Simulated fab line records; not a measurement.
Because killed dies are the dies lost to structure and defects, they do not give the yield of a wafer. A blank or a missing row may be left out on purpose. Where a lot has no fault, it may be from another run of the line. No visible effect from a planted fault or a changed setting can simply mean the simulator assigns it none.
A struck lot beside a sound one    flow sky130    18 steps out of a route of 708
Sound: wafers L616.3, L616.4, L616.6. Wafers struck: L632.3, L632.5, L632.6. At the end, the cause is stated.
Each step with rows lists, per side, the tool, then ch with its chambers, then its first start. Under that, the readings that differ: sound wafers    struck wafers    difference of the means    sigmas: that difference in standard deviations of wafers without a fault.
alike: readings with means less than 2 such deviations apart, plus words and numbers identical on both sides. not compared: withheld readings, readings lacking a value on some wafer, bounds such as >300 that could conceal the same value, and numbers that have no deviation in the record and whose values overlap.
The two part at a step that has a row with sigmas, a row that says differs or no value, or rows on one side only. Numbers that don't overlap but have no deviation are shown without sigmas and don't part them. A reading missing from all wafers of one side parts the sides only when that side holds two or more wafers.

SKY_LDD_HVP_STRIP_09: strips in O2/N2.
  sound on plasma asher-04 ch 0,1, day 22 02:11; struck on plasma asher-04 ch 0,1, day 28 06:28
  alike: drypump motor current A, oes product au, strip time to endpoint s
  not compared: rf hours counter h
SKY_LDD_HVP_TW_MEAS_10:
  sound: film metro-03 at day 22 02:17; struck: film metro-04 at day 28 06:33
  alike: LDD_HVP_TW
then, 7 steps without rows for these wafers: SKY_LDD_LDN_DEHYDRATE_00 (time 60 s); SKY_LDD_LDN_HMDS_01 (prime time 60 s); SKY_LDD_LDN_COAT_02 (resist thk 1140 nm); SKY_LDD_LDN_SOFTBAKE_03 (time 60 s); SKY_LDD_LDN_EXPOSE_04 (exposes mask LDNTM, target cd 700 nm); SKY_LDD_LDN_PEB_05; SKY_LDD_LDN_DEVELOP_06 (develop time 60 s).
SKY_LDD_LDN_OVL_MEAS_07:
  sound: overlay-02 at day 23 08:28; struck: overlay-01 at day 29 10:22
  alike: LDD_LDN_OVL
then, 2 steps without rows for these wafers: SKY_LDD_LDN_IMPLANT_08; SKY_LDD_LDN_IMPLANT_09.
SKY_LDD_LDN_IMPLANT_10:
  sound on implanter-03 ch 0, day 23 08:50; struck on implanter-03 ch 0, day 29 11:03
following that, these wafers have no rows for 1 step: SKY_LDD_LDN_IMPLANT_11.
SKY_LDD_LDN_STRIP_12: strips in O2/N2.
  sound on plasma asher-02 ch 0,1, day 23 09:07; struck on plasma asher-04 ch 0,1, day 29 11:20
  alike: drypump motor current A, oes product au, strip time to endpoint s
  not compared: rf hours counter h
SKY_LDD_LDN_TW_MEAS_13:
  sound: film metro-03 at day 23 09:12; struck: film metro-01 at day 29 11:39
reading     sound           struck          difference  sigmas
LDD_LDN_TW  1485 1485 1484  1568 1567 1571  +84         +7
then, 1 step without rows for these wafers: SKY_LDD_LDN_CLEAN_14 (cleans in SC1/SC2, time 150 s).
-- a jump in the record: the struck wafers' starts before and after are 21 days apart (it breaks off in module LDD_LDN and resumes in module PAD_OPEN, where the first step shown is number 708 of the route) --
SKY_PAD_OPEN_PROBE_99:
  sound: prober-01 at day 46 01:31; struck: prober-01 at day 50 00:52
reading                          sound           struck          difference  sigmas
model.etest.tip sonos.rs ohm sq  2636 2661 2630  2330 2363 2346  -296        
  alike: killed_at_M0_to_M3, killed_at_M4_up, killed at contacts, killed at front end, killed at other, killed dies, killed open, killed short

== WHERE THEY PART ==
SKY_LDD_LDN_TW_MEAS_13 only, going by this record. Later steps at which nothing parts them and some readings are alike: SKY_PAD_OPEN_PROBE_99.

WHY: whatever the simulator had introduced
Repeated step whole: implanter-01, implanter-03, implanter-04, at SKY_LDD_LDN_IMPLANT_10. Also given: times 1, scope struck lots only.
